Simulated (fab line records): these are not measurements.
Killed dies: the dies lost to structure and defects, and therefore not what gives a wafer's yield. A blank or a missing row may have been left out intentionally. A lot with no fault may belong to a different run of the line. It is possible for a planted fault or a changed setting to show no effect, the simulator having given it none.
One fault seen from 2 desks :: flow gf180mcu :: only its own numbers are on each desk; what lay behind them is given at the end

== DESK OF THE TOOL OWNER: lithoTrack-01 ==
The tool's own readings at GF_NWELL_COAT_02 (resist thk 3000 nm): means of the sampled wafers that have a number, for each lot that ran on this tool. If a lot's mean is further than 4 standard deviations from the usual mean, the lot is out of limits and carries the mark OUT (the distance appears in the brackets).
Columns: A = spinSpeedRpm at GF_NWELL_COAT_02, usual 1999.7 rpm
lot: L747
first seen here: day 4 04:17
A: 1999.8

lot: L750
first seen here: day 4 19:53
A: 1998.7

lot: L754
first seen here: day 5 17:23
A: 2000.0

lot: L757
first seen here: day 6 08:20
A: 2030.4 (+26) OUT

lot: L758
first seen here: day 6 14:34
A: 2031.6 (+27) OUT
This desk's finding: out of limits on L757, L758; first on L757, day 6 08:20 (spinSpeedRpm at GF_NWELL_COAT_02). Within limits: L747, L750, L754.

== FROM THE METROLOGY DESK ==
What the gauges read for every lot (on any tool): the sampled wafers with a number, averaged. If a lot's mean is further than 4 standard deviations from the usual mean, the lot is out of limits and carries the mark OUT (the distance appears in the brackets).
Columns: A = DNWELL_TW at GF_DNWELL_TW_MEAS_09, usual 1338
lot: L744
first seen here: day 3 06:16
A: 1357

lot: L745
first seen here: day 3 10:04
A: 1349

lot: L746
first seen here: day 3 15:19
A: 1340

lot: L747
first seen here: day 3 21:46
A: 1340

lot: L748
first seen here: day 4 01:07
A: 1352

lot: L749
first seen here: day 4 09:28
A: 1331

lot: L750
first seen here: day 4 12:47
A: 1333

lot: L751
first seen here: day 4 17:25
A: 1346

lot: L752
first seen here: day 5 01:05
A: 1340

lot: L753
first seen here: day 5 04:43
A: 1320

lot: L754
first seen here: day 5 10:35
A: 1316

lot: L756
first seen here: day 5 20:02
A: 1332

lot: L757
first seen here: day 6 01:26
A: 1335

lot: L758
first seen here: day 6 07:19
A: 1336
This desk found nothing out of limits on any of the 14 lots.

== BROUGHT TOGETHER ==
At day 6 08:20, on L757, L758, the tool owner's desk was in a position to raise an alarm.
At the metrology desk, nothing out of limits was observed.
The metrology desk holds a record of L757, L758, inside its limits.
GF_NWELL_COAT_02 was run on lithoTrack-01 by each of the lots named.

== WHAT HAD BEEN PUT IN BY THE SIMULATOR ==
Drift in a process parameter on lithoTrack-01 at GF_NWELL_COAT_02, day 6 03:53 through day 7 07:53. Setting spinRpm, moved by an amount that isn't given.
Shown lots that were struck: L757, L758.
Time in hours from fault onset to the first out-of-limits reading at each desk: the tool owner's desk, 4.
